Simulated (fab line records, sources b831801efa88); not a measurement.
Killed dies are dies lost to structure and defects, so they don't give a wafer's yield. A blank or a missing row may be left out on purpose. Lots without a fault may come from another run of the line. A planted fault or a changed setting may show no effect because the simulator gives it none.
Which tool did it? | flow sky130 | 13 lots, 39 wafers sampled, at 3 steps of a route of 708

WHAT THE GAUGES READ, wafer by wafer
SKY_METAL1_RS_MEAS_05: measures by four-point-probe.
lot  | measured     | on            | METAL1_ALCU_RS (ohm/sq)
L243 | day 31 15:05 | film_metro-03 | 0.1245 0.1251 0.1259
L244 | day 31 20:49 | film_metro-03 | 0.1261 0.1252 0.1250
L245 | day 31 22:52 | film_metro-01 | 0.1272 0.1254 0.1270
L246 | day 32 09:05 | film_metro-03 | 0.1255 0.1252 0.1251
L250 | day 34 02:34 | film_metro-02 | 0.1248 0.1256 0.1256
L251 | day 34 22:47 | film_metro-02 | 0.1255 0.1266 0.1260
L254 | day 35 07:28 | film_metro-01 | 0.1275 0.1289 0.1274
L253 | day 35 09:58 | film_metro-02 | 0.1265 0.1263 0.1296
L261 | day 37 09:45 | film_metro-02 | 0.1249 0.1265 0.1265
L262 | day 37 14:15 | film_metro-01 | 0.1243 0.1261 0.1237
L263 | day 37 21:01 | film_metro-01 | 0.1235 0.1253 0.1227
L264 | day 37 22:05 | film_metro-02 | 0.1259 0.1253 0.1251
L266 | day 38 21:03 | film_metro-02 | 0.1287 0.1260 0.1269

SKY_VIA1_BOW_MEAS_03.
lot  | measured     | on            | VIA1_BOW (um)
L243 | day 32 19:51 | film_metro-03 | 97 67 90
L244 | day 33 00:58 | film_metro-04 | 71 80 83
L245 | day 33 03:22 | film_metro-01 | 78 68 80
L246 | day 33 13:14 | film_metro-04 | 71 84 78
L250 | day 35 05:49 | film_metro-01 | 77 93 91
L251 | day 36 02:37 | film_metro-04 | 73 70 78
L254 | day 36 10:58 | film_metro-03 | 77 78 79
L253 | day 36 13:09 | film_metro-01 | 83 69 87
L261 | day 38 12:17 | film_metro-03 | 83 89 89
L262 | day 38 16:46 | film_metro-04 | 75 77 75
L263 | day 38 23:45 | film_metro-01 | 74 79 72
L264 | day 39 00:53 | film_metro-01 | 90 82 78
L266 | day 39 23:57 | film_metro-01 | 92 82 82

SKY_VIA1_CD_MEAS_12: target cd 150 nm.
lot  | measured     | on        | cd_nm (nm)
L243 | day 33 22:26 | cd_sem-02 | 150.5 149.1 150.9
L244 | day 34 04:16 | cd_sem-01 | 150.0 149.4 148.9
L245 | day 34 05:59 | cd_sem-02 | 150.0 150.2 149.4
L246 | day 34 17:48 | cd_sem-01 | 148.1 148.3 149.5
L250 | day 36 07:45 | cd_sem-01 | 151.4 152.3 152.2
L251 | day 37 05:00 | cd_sem-02 | 149.5 148.9 149.6
L254 | day 37 12:25 | cd_sem-01 | 147.9 148.3 148.8
L253 | day 37 14:56 | cd_sem-01 | 149.4 150.4 148.8
L261 | day 39 13:02 | cd_sem-02 | 148.1 148.7 147.9
L262 | day 39 17:39 | cd_sem-02 | 149.0 149.0 150.1
L263 | day 39 23:48 | cd_sem-01 | 149.8 147.8 150.2
L264 | day 39 23:50 | cd_sem-02 | 149.4 150.2 149.3
L266 | day 41 00:40 | cd_sem-01 | 147.8 147.7 147.2

WHICH TOOL RAN EACH LOT (tool, then ch and the chambers of the sampled wafers, then the start)
The record holds no process step before these readings.

WHAT THE TOOLS THEMSELVES READ (means of the sampled wafers that have a number; where no wafer has one, the mark that the record gives instead)
The record holds no such reading with a usual standard deviation.

THE ANSWER, worked out from the rows above alone
Rule: what is usual is taken from the lots themselves. Put in order of their means at a reading, lots are off if they are a third of the lots or fewer, leave a main group of 4 or more, and stand apart from it by a gap of 3 or more times the standard deviation of the main group's means; of several such gaps the widest counts. A main group whose means are all the same, to the digits that the tables above print for the reading, isn't used. A lot without any number at a reading at which 4 lots or more have one is off too. The other lots that the step has rows for count as sound. The gauges are gone through in route order, then the tools' own readings, and for those a lot's mean is taken as printed above. The first step at which some lot is off is used, and at that step the reading that is off furthest; a lot without a number counts as furthest.
No lot is off at any reading shown: from this, nothing can be told.

WHAT THE SIMULATOR HAD PUT IN
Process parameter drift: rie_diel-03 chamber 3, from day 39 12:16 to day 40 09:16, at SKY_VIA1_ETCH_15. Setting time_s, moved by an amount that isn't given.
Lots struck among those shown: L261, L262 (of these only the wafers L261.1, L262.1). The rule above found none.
